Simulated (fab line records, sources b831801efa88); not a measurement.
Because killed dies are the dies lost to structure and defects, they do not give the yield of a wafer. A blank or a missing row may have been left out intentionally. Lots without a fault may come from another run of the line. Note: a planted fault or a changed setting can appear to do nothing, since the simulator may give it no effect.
Matching of chambers | flow sky130 | SKY_LI_CONTACT_ETCH_15 on rie diel-04: 4 sister chambers
The step etches PSG in C4F8/O2/Ar, stops on Si, target depth 600 nm. 16 wafers are shown with their chamber, then 8 later ones without.

== WAFERS WITH THEIR CHAMBER ==
wafer  | chamber | oes product au (a.u.) | bias w (W)
L078.4 | 0       | 0.834                 | 1198
L078.5 | 3       | 0.836                 | 1202
L078.6 | 2       | 0.836                 | 1199
L080.1 | 0       | 0.834                 | 1194
L080.5 | 3       | 0.835                 | 1192
L080.6 | 0       | 0.828                 | 1192
L086.1 | 0       | 0.838                 | 1199
L086.4 | 3       | 0.840                 | 1199
L086.6 | 1       | 0.835                 | 1198
L090.1 | 1       | 0.843                 | 1208
L090.4 | 3       | 0.833                 | 1198
L090.5 | 0       | 0.839                 | 1196
L092.1 | 1       | 0.842                 | 1191
L092.2 | 0       | 0.836                 | 1198
L092.3 | 2       | 0.836                 | 1203
L094.1 | 0       | 0.832                 | 1206

SIGNATURES, as means of the wafers listed above
reading        | chamber 0 | chamber 1 | chamber 2 | chamber 3 | scatter within a chamber
oes product au | 0.83443   | 0.84000   | 0.83600   | 0.83600   | 0.00351
bias w         | 1197.57   | 1199.00   | 1201.00   | 1197.75   | 5.22
Rule: for each reading, subtract the chamber's mean from the wafer's reading, divide by that reading's scatter and square the result; add these up over the readings and take the root, which gives the wafer's distance from the chamber. If the next closest chamber is less than 2 further off than the closest, the wafer can't be placed; otherwise it belongs to the closest. The scatter: the root of (the sum of the squares of (reading less its chamber's mean) over the shown wafers, divided by (wafers less chambers)).

== WAFERS MISSING THEIR CHAMBER ==
wafer  | oes product au (a.u.) | bias w (W)
L094.4 | 0.839                 | 1204
L094.6 | 0.834                 | 1201
L096.1 | 0.830                 | 1201
L096.2 | 0.841                 | 1198
L096.3 | 0.838                 | 1195
L097.4 | 0.839                 | 1192
L097.5 | 0.834                 | 1201
L097.6 | 0.837                 | 1206

== WHICH CHAMBER EACH ONE RAN IN ==
wafer  | from the rows above               | in truth
L094.4 | can't be placed: 1 or 2 or 3 or 0 | 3
L094.6 | can't be placed: 2 or 0 or 3 or 1 | 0
L096.1 | can't be placed: 0 or 2 or 3 or 1 | 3
L096.2 | can't be placed: 1 or 3 or 2 or 0 | 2
L096.3 | can't be placed: 3 or 1 or 0 or 2 | 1
L097.4 | can't be placed: 1 or 3 or 0 or 2 | 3
L097.5 | can't be placed: 2 or 0 or 3 or 1 | 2
L097.6 | can't be placed: 2 or 1 or 3 or 0 | 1
Correctly placed: 0 of 8. From these rows, 8 cannot be placed; in 8 the true chamber is one of the candidates. 0 placed wrongly.
